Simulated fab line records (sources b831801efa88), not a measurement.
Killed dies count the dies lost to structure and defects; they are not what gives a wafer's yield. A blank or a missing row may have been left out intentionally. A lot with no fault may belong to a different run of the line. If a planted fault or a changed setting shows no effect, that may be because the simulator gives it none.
Which tool was responsible?	flow sky130	11 lots with 33 wafers sampled at 5 steps, on a route of 708 steps

== WHAT THE GAUGES READ, wafer by wafer ==
SKY_SONOS_TUNNEL_OVL_MEAS_08.
lot	measured	on	SONOS_TUNNEL_OVL (nm)
L962	day 10 20:03	overlay-01	0.5 1.0 0.2
L964	day 11 19:02	overlay-01	0.3 -1.6 -0.7
L965	day 12 06:17	overlay-02	1.9 2.2 1.5
L966	day 12 15:08	overlay-01	2.8 1.2 0.1
L970	day 13 18:14	overlay-02	2.0 0.2 -2.1
L974	day 15 09:31	overlay-02	-0.9 -1.6 0.4
L975	day 15 11:24	overlay-02	-1.0 1.3 -0.9
L976	day 15 23:14	overlay-01	1.4 0.2 1.1
L983	day 18 09:36	overlay-01	-0.7 -0.6 1.0
L984	day 18 23:42	overlay-02	0.3 1.6 1.7
L985	day 19 01:21	overlay-02	1.0 1.1 1.5

SKY_GATE_OXIDE_OVL_MEAS_10.
lot	measured	on	GATE_OXIDE_OVL (nm)
L962	day 13 05:56	overlay-01	-2.4 -2.4 -2.0
L964	day 14 07:47	overlay-01	2.1 -0.2 1.6
L965	day 14 20:52	overlay-02	-0.1 1.4 0.7
L966	day 15 04:52	overlay-02	-2.9 -2.0 -3.1
L970	day 16 08:46	overlay-01	-2.9 -2.4 -0.7
L974	day 18 03:22	overlay-02	1.1 0.3 1.5
L975	day 18 07:37	overlay-02	-2.3 -2.7 -1.3
L976	day 18 14:49	overlay-01	-0.2 0.1 -1.0
L983	day 21 08:08	overlay-01	1.3 -1.1 -0.3
L984	day 21 18:47	overlay-02	2.7 1.5 1.6
L985	day 21 23:11	overlay-01	0.9 0.9 1.3

SKY_POLY_GATE_THK_MEAS_01.
lot	measured	on	POLY_GATE_CVD_00_THK (nm)
L962	day 13 09:10	filmMetro-02	177.7 178.2 177.9
L964	day 14 12:25	filmMetro-02	182.4 180.3 181.3
L965	day 15 00:14	filmMetro-02	180.5 180.5 179.8
L966	day 15 08:42	filmMetro-02	179.0 179.9 179.9
L970	day 16 13:08	filmMetro-04	176.9 176.7 177.0
L974	day 18 08:11	filmMetro-03	125.7 125.8 126.7
L975	day 18 12:23	filmMetro-02	122.9 124.3 123.2
L976	day 18 19:46	filmMetro-03	126.8 128.6 128.6
L983	day 21 12:04	filmMetro-03	179.9 178.4 180.0
L984	day 21 22:37	filmMetro-02	181.7 182.1 182.9
L985	day 22 03:01	filmMetro-03	179.6 181.1 180.6

== TOOL THAT RAN EACH LOT (tool first, then ch and the chambers of the sampled wafers, then the start) ==
lot	SKY_SONOS_ONO_STRIP_17	SKY_POLY_GATE_CVD_00
L962	plasmaAsher-02 ch 0,1, day 12 02:52	lpcvd-01 ch 0, day 13 07:57
L964	plasmaAsher-03 ch 0,1, day 13 02:55	lpcvd-01 ch 0, day 14 11:11
L965	plasmaAsher-02 ch 0,1, day 13 16:08	lpcvd-01 ch 1, day 14 23:02
L966	plasmaAsher-03 ch 0,1, day 13 22:32	lpcvd-01 ch 1, day 15 06:53
L970	plasmaAsher-01 ch 0,1, day 15 03:32	lpcvd-01 ch 0, day 16 11:56
L974	plasmaAsher-03 ch 1, day 16 19:53	lpcvd-01 ch 1, day 18 06:22
L975	plasmaAsher-02 ch 0,1, day 16 23:19	lpcvd-01 ch 0, day 18 10:34
L976	plasmaAsher-03 ch 0,1, day 17 07:22	lpcvd-01 ch 1, day 18 17:58
L983	plasmaAsher-01 ch 0,1, day 19 23:37	lpcvd-01 ch 1, day 21 10:15
L984	plasmaAsher-01 ch 0,1, day 20 11:22	lpcvd-01 ch 0, day 21 20:48
L985	plasmaAsher-03 ch 0,1, day 20 14:46	lpcvd-01 ch 1, day 22 01:12
- SKY_SONOS_ONO_STRIP_17: strips in O2/N2.
- SKY_POLY_GATE_CVD_00: deposits poly-Si, target thk 180 nm, time 720 s.

== AS READ BY THE TOOLS THEMSELVES (means over the sampled wafers that have a number; for cases with no such wafer, the mark the record gives instead) ==
SKY_SONOS_ONO_STRIP_17.
lot	tool	drypumpMotorCurrentA (A)	oesProductAu (a.u.)	stripTimeToEndpointS (s)
L962	plasmaAsher-02	5.4	0.712	14.30
L964	plasmaAsher-03	6.2	0.709	14.30
L965	plasmaAsher-02	5.4	0.713	14.27
L966	plasmaAsher-03	6.2	0.708	14.34
L970	plasmaAsher-01	5.5	0.712	14.29
L974	plasmaAsher-03	6.2	0.706	14.30
L975	plasmaAsher-02	5.6	0.708	14.33
L976	plasmaAsher-03	6.2	0.711	14.27
L983	plasmaAsher-01	5.2	0.705	14.32
L984	plasmaAsher-01	5.2	0.708	14.36
L985	plasmaAsher-03	6.2	0.706	14.31

SKY_POLY_GATE_CVD_00.
lot	tool	pressureMtorr (mTorr)	zonePowerBottomPct (%)
L962	lpcvd-01	200.0	14.14
L964	lpcvd-01	200.2	14.09
L965	lpcvd-01	200.2	13.68
L966	lpcvd-01	200.2	13.56
L970	lpcvd-01	200.3	14.18
L974	lpcvd-01	99.1	13.59
L975	lpcvd-01	100.1	13.96
L976	lpcvd-01	100.5	13.61
L983	lpcvd-01	200.6	13.59
L984	lpcvd-01	200.7	14.16
L985	lpcvd-01	200.3	13.67

== THE ANSWER, worked out from the rows above alone ==
Rule: the lots themselves supply what counts as usual. Put in order of their means at a reading, lots are off if they are a third of the lots or fewer, leave a main group of 4 or more, and stand apart from it by a gap of 3 or more times the standard deviation of the main group's means; of several such gaps the widest counts. The tables above print the reading to a certain number of digits; a main group whose means all agree to those digits is not used. A lot without any number at a reading at which 4 lots or more have one is off too. Any other lot the step has rows for is counted as sound. The gauges are gone through in route order, then the tools' own readings, and for those a lot's mean is taken as printed above. The first step at which some lot is off is used, and at that step the reading that is off furthest; a lot without a number counts as furthest.
Off: at SKY_POLY_GATE_THK_MEAS_01 (POLY_GATE_CVD_00_THK), L974, L975, L976. The main group has a mean of 179.8 nm with a standard deviation of 1.6.
If a tool, at a process step before that reading, ran all the lots that are off and no sound lot after the first of them, it fits. The gauges at SKY_POLY_GATE_THK_MEAS_01 aren't tried: what is off there is off at SKY_POLY_GATE_CVD_00 too, on other tools, and a gauge's error can't cause that. Of those tried, none fits.

== WHAT THE SIMULATOR HAD INSERTED ==
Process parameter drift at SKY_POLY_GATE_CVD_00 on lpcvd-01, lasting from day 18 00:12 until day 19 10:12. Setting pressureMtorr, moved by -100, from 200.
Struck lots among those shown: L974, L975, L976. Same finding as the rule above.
